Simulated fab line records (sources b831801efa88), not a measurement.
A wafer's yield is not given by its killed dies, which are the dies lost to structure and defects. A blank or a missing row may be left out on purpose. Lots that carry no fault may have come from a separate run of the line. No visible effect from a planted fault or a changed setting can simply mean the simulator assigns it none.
fab line records	flow gf180mcu
record: lots: 5	wafers: 23
route steps=602 shown V3@452 M4@460 V4@485 MIM@508 V5@540
start-h: hours from the record's opening day to when the first of the lot's shown wafers began	wait-h: hours since the lot's step before	" repeats the value in the row above	L1.1+2: a single row standing in for several wafers	- either no value or no given start	* or withheld: withheld	< > ~ a bound
route shown NAME@n: a module of which the file shows steps, and the number in the route of the first	usual: average and standard deviation across the fault-free wafers	same: alike in all rows	chamber/n: place in a boat	sites: each site's reading	_std_site: standard deviation of those values	_edge_site: mean of outer sites minus mean of inner sites	radius-mm: how far each site lies from the wafer's centre	mask NAME#n: copy n	behind: the last tool/chamber to shape the wafer	hold: reason for holding the lot/hours on hold/outcome of the hold	device: names the non-switching transistor (n, p or np)	end of line: at the end of the route, the tests of the same wafers	where a step has no rows: the recipe by itself	killed: dies lost to structure and defects at the first sort, not the wafer's yield	map: the dies of a wafer, with x for killed, . for not killed, _ for no die there
set.NAME: the setting the step ran with; set.NAME@STEP: the setting that earlier step ran with	model.NAME: the simulator's own value behind a step, which no gauge read
lots whose settings were changed on purpose; a table a step, a row a wafer
== steps ==
step: GF_V3_CVD_23
recipe: material: W	target-thk-nm: 350	time-s: 104.9	temp-c: 400	pressure-torr: 40
lot.wafer	tool	chamber	start-h	wait-h	set.pressure-torr	model.W_of_V3_CVD_23.thk-nm
L075.2	cvd-w-02	1	522.19	0.0	35.52	330.4
L075.3	"	1	"	"	35.52	327.8
L075.4	"	0	"	"	35.52	331.4
L075.5	"	1	"	"	35.52	327.7
L075.6	"	0	"	"	35.52	332.2
L077.1	cvd-w-02	1	542.22	0.0	42.86	362.1
L077.2	"	0	"	"	42.86	362
L077.4	"	0	"	"	42.86	359
L077.5	"	1	"	"	42.86	363.1
L077.6	"	0	"	"	42.86	364.1
L080.2	cvd-w-02	1	570.68	0.0	40	347.6
L080.3	"	0	"	"	40	354
L080.6	"	0	"	"	40	352.9
L084.1	cvd-w-02	0	606.27	0.0	35.44	332.6
L084.2	"	1	"	"	35.44	330.1
L084.3	"	0	"	"	35.44	333
L084.5	"	0	"	"	35.44	329
L084.6	"	1	"	"	35.44	328.4
L085.1	cvd-w-01	0	615.56	0.0	40	347.8
L085.2	"	1	"	"	40	348.3
L085.3	"	1	"	"	40	350.6
L085.4	"	0	"	"	40	344.2
L085.5	"	1	"	"	40	349.3
step: GF_V3_RS_MEAS_24
recipe: thk-meas-gauge: four-point-probe	reads: W_of_V3_CVD_23+TiN_of_V3_SPUTTER_22+Ti_of_V3_SPUTTER_21
usual: V3_W_RS: 0.3289/0.003
lot.wafer	tool	chamber	start-h	wait-h	set.pressure-torr@V3_CVD_23	V3_W_RS[ohm/sq]
L075.2	film-metro-04	-	522.32	0.1	35.52	0.3480
L075.3	"	-	"	"	35.52	0.3502
L075.4	"	-	"	"	35.52	0.3466
L075.5	"	-	"	"	35.52	0.3502
L075.6	"	-	"	"	35.52	0.3454
L077.1	film-metro-04	-	542.33	0.1	42.86	0.3163
L077.2	"	-	"	"	42.86	0.3164
L077.4	"	-	"	"	42.86	0.3194
L077.5	"	-	"	"	42.86	0.3156
L077.6	"	-	"	"	42.86	0.3151
L080.2	film-metro-01	-	570.81	0.1	40	0.3297
L080.3	"	-	"	"	40	0.3238
L080.6	"	-	"	"	40	0.3251
L084.1	film-metro-01	-	606.38	0.1	35.44	0.3443
L084.2	"	-	"	"	35.44	0.3476
L084.3	"	-	"	"	35.44	0.3444
L084.5	"	-	"	"	35.44	0.3488
L084.6	"	-	"	"	35.44	0.3491
L085.1	film-metro-04	-	615.67	0.1	40	0.3296
L085.2	"	-	"	"	40	0.3296
L085.3	"	-	"	"	40	0.3274
L085.4	"	-	"	"	40	0.3336
L085.5	"	-	"	"	40	0.3283
step: GF_V3_THK_MEAS_25
recipe: thk-meas-gauge: xrf	reads: W_of_V3_CVD_23
usual: V3_W_THK: 350/4.2
lot.wafer	tool	chamber	start-h	wait-h	set.pressure-torr@V3_CVD_23	V3_W_THK[nm]
L075.2	film-metro-04	-	522.43	0.1	35.52	335
L075.3	"	-	"	"	35.52	331
L075.4	"	-	"	"	35.52	337
L075.5	"	-	"	"	35.52	334
L075.6	"	-	"	"	35.52	338
L077.1	film-metro-04	-	542.45	0.1	42.86	358
L077.2	"	-	"	"	42.86	360
L077.4	"	-	"	"	42.86	358
L077.5	"	-	"	"	42.86	360
L077.6	"	-	"	"	42.86	361
L080.2	film-metro-01	-	570.92	0.1	40	349
L080.3	"	-	"	"	40	356
L080.6	"	-	"	"	40	356
L084.1	film-metro-01	-	606.50	0.1	35.44	332
L084.2	"	-	"	"	35.44	330
L084.3	"	-	"	"	35.44	334
L084.5	"	-	"	"	35.44	327
L084.6	"	-	"	"	35.44	327
L085.1	film-metro-04	-	615.79	0.1	40	348
L085.2	"	-	"	"	40	351
L085.3	"	-	"	"	40	354
L085.4	"	-	"	"	40	346
L085.5	"	-	"	"	40	352
step: GF_M4_SPUTTER_04
recipe: material: TiN	target-thk-nm: 50	power-w: 6500	time-s: 41.7	chamber-pressure-pa: 0.4
lot.wafer	tool	chamber	start-h	wait-h	set.time-s	model.TiN_of_M4_SPUTTER_04.thk-nm
L075.2	pvd-sputter-02	-	523.01	0.0	41.7	50.73
L075.3	"	-	"	"	39.43	48.69
L075.4	"	-	"	"	41.7	51.23
L075.5	"	-	"	"	39.43	47.3
L075.6	"	-	"	"	39.43	48.44
L077.1	pvd-sputter-02	-	542.99	0.0	43.67	53.18
L077.2	"	-	"	"	41.7	51.05
L077.4	"	-	"	"	43.67	53.41
L077.5	"	-	"	"	43.67	52.84
L077.6	"	-	"	"	41.7	51.01
L080.2	pvd-sputter-02	-	571.45	0.0	41.7	50.05
L080.3	"	-	"	"	41.7	49.32
L080.6	"	-	"	"	41.7	50.21
L084.1	pvd-sputter-02	-	607.04	0.0	43.89	53.08
L084.2	"	-	"	"	41.7	49.37
L084.3	"	-	"	"	41.7	49.49
L084.5	"	-	"	"	43.89	53.4
L084.6	"	-	"	"	43.89	52.67
L085.1	pvd-sputter-04	-	616.33	0.0	41.7	50.82
L085.2	"	-	"	"	41.7	50.88
L085.3	"	-	"	"	41.7	51.45
L085.4	"	-	"	"	41.7	50.97
L085.5	"	-	"	"	41.7	51.17
step: GF_M4_METAL_ETCH_16
recipe: chemistry: Cl2/BCl3	mask-material: KrF	target-depth-nm: 627.5	stop-on: SiO2	pressure-mtorr: 8	icp-w: 800	bias-w: 140	Cl2_flow_sccm: 80	bcl3-flow-sccm: 40	time-s: 104.6
lot.wafer	tool	chamber	start-h	wait-h	set.time-s	model.KrF_of_M4_COAT_09.thk-nm
L075.2	rie-metal-02	0	545.69	0.0	104.6	744.3
L075.3+5+6	"	0,1,0	"	"	104.6	-
L075.4	"	1	"	"	104.6	740.1
L077.1	rie-metal-02	1	565.99	0.0	95.37	765.3
L077.2	"	0	"	"	104.6	745.3
L077.4	"	1	"	"	104.6	739
L077.5	"	1	"	"	95.37	764.6
L077.6	"	0	"	"	95.37	770.1
L080.2	rie-metal-02	0	592.96	0.0	104.6	737.8
L080.3	"	1	"	"	104.6	732.7
L080.6	"	1	"	"	104.6	734.5
L084.1+5	rie-metal-01	1	628.74	0.0	104.6	-
L084.2	"	0	"	"	104.6	727.1
L084.3	"	1	"	"	119.3	695.5
L084.6	"	0	"	"	119.3	-
L085.1	rie-metal-03	1	637.29	0.0	116.6	710.7
L085.2	"	0	"	"	104.6	736.4
L085.3	"	0	"	"	116.6	705.4
L085.4	"	1	"	"	104.6	736.3
L085.5	"	0	"	"	104.6	733.4
step: GF_M4_STRIP_17
recipe: chemistry: O2/N2	power-w: 1400	pressure-mtorr: 1500	platen-temp-c: 250	o2-flow-sccm: 3000	n2-flow-sccm: 300	overash-fraction: 0.5
usual: oes-product-au: 0.558/0.0053	strip-time-to-endpoint-s: 7.88/0.066
lot.wafer	tool	chamber	start-h	wait-h	set.time-s@M4_METAL_ETCH_16	oes-product-au	strip-time-to-endpoint-s
L075.2	plasma-asher-02	1	545.80	0.1	104.6	0.566	8.00
L075.3	"	1	"	"	104.6	0.562	7.98
L075.4	"	0	"	"	104.6	0.556	7.93
L075.5	"	0	"	"	104.6	0.558	7.92
L075.6	"	1	"	"	104.6	0.565	7.98
L077.1	plasma-asher-02	0	566.10	0.1	95.37	0.565	8.18
L077.2	"	1	"	"	104.6	0.557	7.97
L077.4	"	1	"	"	104.6	0.562	7.90
L077.5	"	1	"	"	95.37	0.569	8.16
L077.6	"	0	"	"	95.37	0.567	8.21
L080.2	plasma-asher-04	0	593.07	0.1	104.6	0.555	7.90
L080.3	"	0	"	"	104.6	0.555	7.87
L080.6	"	0	"	"	104.6	0.558	7.86
L084.1	plasma-asher-02	1	628.85	0.1	104.6	0.552	7.84
L084.2	"	0	"	"	104.6	0.552	7.80
L084.3	"	1	"	"	119.3	0.529	7.49
L084.5	"	1	"	"	104.6	0.551	7.81
L084.6	"	0	"	"	119.3	0.542	7.50
L085.1	plasma-asher-03	1	637.40	0.1	116.6	0.548	7.64
L085.2	"	0	"	"	104.6	0.561	7.90
L085.3	"	0	"	"	116.6	0.546	7.59
L085.4	"	1	"	"	104.6	0.560	7.90
L085.5	"	0	"	"	104.6	0.557	7.86
step: GF_V4_COAT_09
recipe: resist: KrF	spin-rpm: withheld	resist-thk-nm: 1000
lot.wafer	tool	chamber	start-h	wait-h	set.resist-thk-nm	model.KrF_of_V4_COAT_09.thk-nm
L075.2	litho-track-03	0	-	-	1000	997.6
L075.3+4	"	0	"	"	1000	1001
L075.5	"	0	"	"	1000	1002
L075.6	"	0	"	"	1000	998.6
L077.1	litho-track-04	0	-	-	1000	1006
L077.2	"	0	"	"	942.3	948.1
L077.4	"	0	"	"	1000	1005
L077.5	"	0	"	"	942.3	948.6
L077.6	"	0	"	"	942.3	946.9
L080.2	litho-track-03	0	-	-	1000	1001
L080.3	"	0	"	"	1000	1006
L080.6	"	0	"	"	1000	1004
L084.1	litho-track-03	0	-	-	956	954.6
L084.2	"	0	"	"	1000	999.2
L084.3	"	0	"	"	1000	998.3
L084.5	"	0	"	"	956	955.8
L084.6	"	0	"	"	1000	1000
L085.1	litho-track-03	0	-	-	1025	1029
L085.2	"	0	"	"	1000	1003
L085.3+5	"	0	"	"	1000	1004
L085.4	"	0	"	"	1025	1026
step: GF_V4_PEB_12
recipe: peb-temp-c: 135	peb-time-s: 90	resist: KrF
lot.wafer	tool	chamber	start-h	wait-h	set.peb-time-s
L075.2+6	litho-track-04	0	-	-	90
L075.3+4+5	"	0	"	"	100.3
L077.1+2+5	litho-track-01	0	-	-	90
L077.4+6	"	0	"	"	86.45
L080.2+3+6	litho-track-03	0	-	-	90
L084.1+3	litho-track-03	0	-	-	90
L084.2+5+6	"	0	"	"	82.72
L085.1+2+4	litho-track-04	0	-	-	101.1
L085.3+5	"	0	"	"	90
step: GF_V4_DEVELOP_13
recipe: develop-time-s: 60	resist: KrF	dev-temp-c: 21
step: GF_V4_CD_MEAS_14
recipe: target-cd-nm: 260
usual: cd-nm: 261.1/0.86
lot.wafer	tool	chamber	start-h	wait-h	set.resist-thk-nm@V4_COAT_09	set.peb-time-s@V4_PEB_12	cd-nm
L075.2	cd-sem-02	-	569.13	0.1	1000	90	261.6
L075.3	"	-	"	"	1000	100.3	263.3
L075.4	"	-	"	"	1000	100.3	263.7
L075.5	"	-	"	"	1000	100.3	263.3
L075.6	"	-	"	"	1000	90	260.8
L077.1	cd-sem-01	-	589.14	0.1	1000	90	261.0
L077.2	"	-	"	"	942.3	90	264.0
L077.4	"	-	"	"	1000	86.45	260.2
L077.5	"	-	"	"	942.3	90	264.2
L077.6	"	-	"	"	942.3	86.45	262.8
L080.2	cd-sem-02	-	615.01	0.1	1000	90	261.9
L080.3	"	-	"	"	1000	90	261.6
L080.6	"	-	"	"	1000	90	261.2
L084.1	cd-sem-01	-	650.14	0.1	956	90	261.3
L084.2	"	-	"	"	1000	82.72	257.6
L084.3	"	-	"	"	1000	90	259.9
L084.5	"	-	"	"	956	82.72	259.9
L084.6	"	-	"	"	1000	82.72	257.7
L085.1	cd-sem-02	-	658.45	0.1	1025	101.1	261.8
L085.2	"	-	"	"	1000	101.1	263.0
L085.3	"	-	"	"	1000	90	260.0
L085.4	"	-	"	"	1025	101.1	262.1
L085.5	"	-	"	"	1000	90	259.6
step: GF_V4_ETCH_16
recipe: chemistry: N2/H2	target-depth-a: withheld	overetch-a: withheld	time-s: withheld	target: BARC	ion-energy-ev: 200	source-w: 500	bias-w: 100	pressure-mtorr: 30	n2-flow-sccm: 100	h2-flow-sccm: 200
step: GF_V4_ETCH_17
recipe: chemistry: C4F8/O2/Ar	mask-material: KrF	target: SiO2	stop-on: TiN	source-w: 1500	bias-w: 1200	pressure-mtorr: 40	c4f8-flow-sccm: withheld	O2_flow_sccm: 6	Ar_flow_sccm: 300	time-s: withheld	target-depth-a: 6300
step: GF_V4_STRIP_18
recipe: chemistry: O2/N2	power-w: 1400	pressure-mtorr: 1500	platen-temp-c: 250	o2-flow-sccm: 3000	n2-flow-sccm: 300	overash-fraction: 0.5
usual: oes-product-au: 0.592/0.0045
lot.wafer	tool	chamber	start-h	wait-h	set.resist-thk-nm@V4_COAT_09	oes-product-au
L075.2	plasma-asher-04	1	569.39	-	1000	0.592
L075.3	"	0	"	"	1000	0.592
L075.4	"	1	"	"	1000	0.586
L075.5	"	0	"	"	1000	0.590
L075.6	"	1	"	"	1000	0.588
L077.1	plasma-asher-04	0	589.42	-	1000	0.596
L077.2	"	1	"	"	942.3	0.571
L077.4	"	0	"	"	1000	0.590
L077.5	"	0	"	"	942.3	0.564
L077.6	"	1	"	"	942.3	0.563
L080.2	plasma-asher-01	0	615.27	-	1000	0.590
L080.3	"	0	"	"	1000	0.591
L080.6	"	0	"	"	1000	0.599
L084.1	plasma-asher-04	0	650.42	-	956	0.567
L084.2	"	1	"	"	1000	0.589
L084.3	"	0	"	"	1000	0.588
L084.5	"	1	"	"	956	0.577
L084.6	"	0	"	"	1000	0.588
L085.1	plasma-asher-02	0	658.76	-	1025	0.607
L085.2	"	1	"	"	1000	0.599
L085.3	"	1	"	"	1000	0.583
L085.4	"	0	"	"	1025	0.607
L085.5	"	0	"	"	1000	0.588
step: GF_MIM_CVD_05
recipe: material: Si3N4	target-thk-nm: 42	temp-max-c: 400	temp-c: 385	time-s: 29.086	rf-w: 450
lot.wafer	tool	chamber	start-h	wait-h	set.time-s	model.Si3N4_of_MIM_CVD_05.thk-nm
L075.2	pecvd-04	0	570.87	0.0	29.086	41.93
L075.3	"	1	"	"	29.086	42.07
L075.4	"	0	"	"	29.086	42.55
L075.5	"	0	"	"	29.086	42.65
L075.6	"	1	"	"	29.086	42.51
L077.1	pecvd-04	0	590.91	0.0	29.086	42.13
L077.2	"	1	"	"	29.086	42.02
L077.4	"	1	"	"	32.88	48.08
L077.5	"	0	"	"	32.88	48.28
L077.6	"	2	"	"	32.88	48.79
L080.2	pecvd-01	0	617.06	0.0	29.086	41.46
L080.3	"	2	"	"	29.086	41.67
L080.6	"	2	"	"	29.086	42.12
L084.1	pecvd-03	1	651.88	0.0	29.086	41.72
L084.2	"	0	"	"	25.1	35.43
L084.3	"	2	"	"	29.086	40.99
L084.5	"	2	"	"	25.1	35.68
L084.6	"	1	"	"	29.086	41.71
L085.1	pecvd-01	1	660.25	0.0	29.086	41.83
L085.2	"	2	"	"	29.086	42.23
L085.3	"	0	"	"	29.086	42.09
L085.4	"	1	"	"	29.086	43.08
L085.5	"	0	"	"	29.086	42.22
step: GF_MIM_THK_MEAS_06
recipe: reads: Si3N4_of_MIM_CVD_05
usual: MIM_CVD_05_THK: 41.9/0.53
lot.wafer	tool	chamber	start-h	wait-h	set.time-s@MIM_CVD_05	MIM_CVD_05_THK[nm]
L075.2	film-metro-04	-	570.93	0.0	29.086	41.9
L075.3	"	-	"	"	29.086	42.1
L075.4	"	-	"	"	29.086	42.6
L075.5	"	-	"	"	29.086	42.7
L075.6	"	-	"	"	29.086	42.5
L077.1	film-metro-01	-	590.94	0.0	29.086	42.1
L077.2	"	-	"	"	29.086	42.0
L077.4	"	-	"	"	32.88	48.1
L077.5	"	-	"	"	32.88	48.3
L077.6	"	-	"	"	32.88	48.8
L080.2	film-metro-01	-	617.11	0.0	29.086	41.5
L080.3	"	-	"	"	29.086	41.7
L080.6	"	-	"	"	29.086	42.1
L084.1	film-metro-01	-	651.91	0.0	29.086	41.7
L084.2	"	-	"	"	25.1	35.5
L084.3	"	-	"	"	29.086	41.0
L084.5	"	-	"	"	25.1	35.7
L084.6	"	-	"	"	29.086	41.7
L085.1	film-metro-01	-	660.28	0.0	29.086	41.8
L085.2	"	-	"	"	29.086	42.2
L085.3	"	-	"	"	29.086	42.1
L085.4	"	-	"	"	29.086	43.1
L085.5	"	-	"	"	29.086	42.2
step: GF_MIM_SPUTTER_09
recipe: material: TiN	target-thk-nm: 35	power-w: 6500	time-s: 29.2	chamber-pressure-pa: 0.4
lot.wafer	tool	chamber	start-h	wait-h	set.time-s	model.TiN_of_MIM_SPUTTER_09.thk-nm
L075.2	pvd-sputter-01	-	571.04	0.0	29.2	35.03
L075.3	"	-	"	"	29.2	35.04
L075.4	"	-	"	"	29.2	35.27
L075.5	"	-	"	"	29.2	34.88
L075.6	"	-	"	"	29.2	35.32
L077.1	pvd-sputter-04	-	591.07	0.0	27.3	33.21
L077.2	"	-	"	"	29.2	35.39
L077.4	"	-	"	"	29.2	35.17
L077.5	"	-	"	"	29.2	35.03
L077.6	"	-	"	"	27.3	32.82
L080.2	pvd-sputter-01	-	617.22	0.0	29.2	34.81
L080.3	"	-	"	"	29.2	34.99
L080.6	"	-	"	"	29.2	35.08
L084.1	pvd-sputter-03	-	652.04	0.0	27.47	33.25
L084.2	"	-	"	"	27.47	33.27
L084.3	"	-	"	"	29.2	34.76
L084.5	"	-	"	"	29.2	35.07
L084.6	"	-	"	"	27.47	33.08
L085.1	pvd-sputter-01	-	660.41	0.0	29.2	35.27
L085.2	"	-	"	"	25.09	29.96
L085.3	"	-	"	"	29.2	35.38
L085.4	"	-	"	"	25.09	30.52
L085.5	"	-	"	"	29.2	34.98
step: GF_MIM_METAL_ETCH_19
recipe: chemistry: Cl2/BCl3	mask-material: NOVOLAK	stop-on: Si3N4	target-depth-nm: 324.5	pressure-mtorr: 8	icp-w: 800	bias-w: 140	Cl2_flow_sccm: 80	bcl3-flow-sccm: 40	time-s: 54.1
lot.wafer	tool	chamber	start-h	wait-h	set.icp-w	model.NOVOLAK_of_MIM_COAT_14.thk-nm
L075.2	rie-metal-04	0	592.69	0.1	800	885.3
L075.3	"	0	"	"	800	884.9
L075.4	"	1	"	"	880.2	877
L075.5	"	1	"	"	880.2	876.5
L075.6	"	0	"	"	800	886.1
L077.1+6	rie-metal-01	1,0	611.72	0.1	719.3	-
L077.2	"	0	"	"	800	887
L077.4	"	0	"	"	719.3	897.8
L077.5	"	1	"	"	800	889.3
L080.2	rie-metal-01	1	637.57	0.1	800	883.9
L080.3	"	0	"	"	800	883.5
L080.6	"	0	"	"	800	884.1
L084.1+2	rie-metal-01	0	670.72	0.1	800	-
L084.3	"	0	"	"	760.8	890.8
L084.5	"	0	"	"	800	886.2
L084.6	"	0	"	"	760.8	-
L085.1	rie-metal-02	0	680.09	0.1	800	886.3
L085.2+4	"	1	"	"	800	-
L085.3	"	0	"	"	800	889.9
L085.5	"	0	"	"	800	888.5
step: GF_MIM_STRIP_20
recipe: chemistry: O2/N2	power-w: 1400	pressure-mtorr: 1500	platen-temp-c: 250	o2-flow-sccm: 3000	n2-flow-sccm: 300	overash-fraction: 0.5
usual: strip-time-to-endpoint-s: 11.42/0.038
lot.wafer	tool	chamber	start-h	wait-h	set.icp-w@MIM_METAL_ETCH_19	strip-time-to-endpoint-s
L075.2	plasma-asher-02	0	592.76	0.0	800	11.40
L075.3	"	0	"	"	800	11.40
L075.4	"	1	"	"	880.2	11.30
L075.5	"	1	"	"	880.2	11.29
L075.6	"	0	"	"	800	11.41
L077.1	plasma-asher-01	1	611.79	0.0	719.3	11.58
L077.2	"	0	"	"	800	11.42
L077.4	"	1	"	"	719.3	11.53
L077.5	"	0	"	"	800	11.44
L077.6	"	1	"	"	719.3	11.58
L080.2	plasma-asher-01	0	637.64	0.0	800	11.38
L080.3	"	0	"	"	800	11.37
L080.6	"	1	"	"	800	11.38
L084.1	plasma-asher-02	0	670.86	0.1	800	11.37
L084.2	"	1	"	"	800	11.38
L084.3	"	1	"	"	760.8	11.46
L084.5	"	1	"	"	800	11.42
L084.6	"	0	"	"	760.8	11.47
L085.1	plasma-asher-01	1	680.18	0.1	800	11.41
L085.2	"	0	"	"	800	11.41
L085.3	"	1	"	"	800	11.44
L085.4	"	0	"	"	800	11.47
L085.5	"	1	"	"	800	11.42
step: GF_V5_CVD_00
recipe: material: SiO2	target-thk-nm: 300	sigma-open-frac: 0.3	temp-c: 400	time-s: 50	sih4-flow-sccm: 60	pressure-mtorr: 6
lot.wafer	tool	chamber	start-h	wait-h	set.sih4-flow-sccm	model.SiO2_of_V5_CVD_00.thk-nm
L075.2	hdpcvd-02	2	614.79	0.0	67.6	341.6
L075.3	"	1	"	"	67.6	333.7
L075.4	"	1	"	"	60	301.3
L075.5	"	0	"	"	67.6	337.4
L075.6	"	2	"	"	60	302.5
L077.1	hdpcvd-01	2	633.85	0.0	67.48	337.8
L077.2	"	1	"	"	67.48	335.2
L077.4	"	2	"	"	60	302.2
L077.5	"	0	"	"	67.48	335.1
L077.6	"	1	"	"	60	298.4
L080.2	hdpcvd-02	1	658.61	0.0	60	297.5
L080.3	"	2	"	"	60	300.7
L080.6	"	2	"	"	60	301.3
L084.1	hdpcvd-01	0	690.84	0.0	62.3	308.2
L084.2	"	2	"	"	62.3	309.6
L084.3	"	1	"	"	62.3	307.6
L084.5	"	2	"	"	60	294.6
L084.6	"	0	"	"	60	300.7
L085.1	hdpcvd-02	0	699.14	0.0	60	301.4
L085.2	"	2	"	"	54.8	275.9
L085.3	"	1	"	"	54.8	269.6
L085.4	"	1	"	"	60	293.6
L085.5	"	0	"	"	60	298.4
step: GF_V5_THK_MEAS_01
recipe: reads: SiO2_of_V5_CVD_00
usual: V5_CVD_00_THK: 299.5/2.5
lot.wafer	tool	chamber	start-h	wait-h	set.sih4-flow-sccm@V5_CVD_00	V5_CVD_00_THK[nm]
L075.2	film-metro-04	-	614.85	0.0	67.6	341.6
L075.3	"	-	"	"	67.6	333.6
L075.4	"	-	"	"	60	301.1
L075.5	"	-	"	"	67.6	337.3
L075.6	"	-	"	"	60	302.4
L077.1	film-metro-04	-	633.89	0.0	67.48	337.7
L077.2	"	-	"	"	67.48	335.2
L077.4	"	-	"	"	60	302.4
L077.5	"	-	"	"	67.48	335.0
L077.6	"	-	"	"	60	298.4
L080.2	film-metro-03	-	658.67	0.0	60	297.6
L080.3	"	-	"	"	60	300.6
L080.6	"	-	"	"	60	301.3
L084.1	film-metro-04	-	690.89	0.0	62.3	308.2
L084.2	"	-	"	"	62.3	309.5
L084.3	"	-	"	"	62.3	307.5
L084.5	"	-	"	"	60	294.6
L084.6	"	-	"	"	60	300.9
L085.1	film-metro-03	-	699.19	0.0	60	301.3
L085.2	"	-	"	"	54.8	275.8
L085.3	"	-	"	"	54.8	269.6
L085.4	"	-	"	"	60	293.5
L085.5	"	-	"	"	60	298.5
== key ==
split: step: GF_V3_CVD_23	setting: pressure-torr	stated: 40	by: lot
response: step: GF_V3_CVD_23	reading: model.W_of_V3_CVD_23.thk-nm	change: +1.71	per: 1%	r: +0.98
response: step: GF_V3_RS_MEAS_24	reading: V3_W_RS	change: -0.00168	per: 1%	r: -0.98
response: step: GF_V3_THK_MEAS_25	reading: V3_W_THK	change: +1.52	per: 1%	r: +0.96
split: step: GF_M4_SPUTTER_04	setting: time-s	stated: 41.7	by: wafer
response: step: GF_M4_SPUTTER_04	reading: model.TiN_of_M4_SPUTTER_04.thk-nm	change: +0.558	per: 1%	r: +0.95
split: step: GF_M4_METAL_ETCH_16	setting: time-s	stated: 104.6	by: wafer
response: step: GF_M4_METAL_ETCH_16	reading: model.KrF_of_M4_COAT_09.thk-nm	change: -2.45	per: 1%	r: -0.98
response: step: GF_M4_STRIP_17	reading: oes-product-au	change: -0.00107	per: 1%	r: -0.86
response: step: GF_M4_STRIP_17	reading: strip-time-to-endpoint-s	change: *	per: 1%	r: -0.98
split: step: GF_V4_COAT_09	setting: resist-thk-nm	stated: 1000	by: wafer
response: step: GF_V4_COAT_09	reading: model.KrF_of_V4_COAT_09.thk-nm	change: +9.95	per: 1%	r: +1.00
response: step: GF_V4_STRIP_18	reading: oes-product-au	change: +0.00466	per: 1%	r: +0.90
response: step: GF_V4_CD_MEAS_14	reading: cd-nm	slope: -0.46	per: 1%	together-with: peb-time-s@V4_PEB_12	explained: 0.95
split: step: GF_V4_PEB_12	setting: peb-time-s	stated: 90	by: wafer
response: step: GF_V4_CD_MEAS_14	reading: cd-nm	slope: +0.233	per: 1%	together-with: resist-thk-nm@V4_COAT_09	explained: 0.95
split: step: GF_MIM_CVD_05	setting: time-s	stated: 29.086	by: wafer
response: step: GF_MIM_CVD_05	reading: model.Si3N4_of_MIM_CVD_05.thk-nm	change: +0.456	per: 1%	r: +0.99
response: step: GF_MIM_THK_MEAS_06	reading: MIM_CVD_05_THK	change: +0.456	per: 1%	r: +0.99
split: step: GF_MIM_SPUTTER_09	setting: time-s	stated: 29.2	by: wafer
response: step: GF_MIM_SPUTTER_09	reading: model.TiN_of_MIM_SPUTTER_09.thk-nm	change: +0.342	per: 1%	r: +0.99
split: step: GF_MIM_METAL_ETCH_19	setting: icp-w	stated: 800	by: wafer
response: step: GF_MIM_METAL_ETCH_19	reading: model.NOVOLAK_of_MIM_COAT_14.thk-nm	change: -0.9	per: 1%	r: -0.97
response: step: GF_MIM_STRIP_20	reading: strip-time-to-endpoint-s	change: *	per: 1%	r: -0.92
split: step: GF_V5_CVD_00	setting: sih4-flow-sccm	stated: 60	by: wafer
response: step: GF_V5_CVD_00	reading: model.SiO2_of_V5_CVD_00.thk-nm	change: +2.85	per: 1%	r: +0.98
response: step: GF_V5_THK_MEAS_01	reading: V5_CVD_00_THK	change: +2.84	per: 1%	r: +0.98
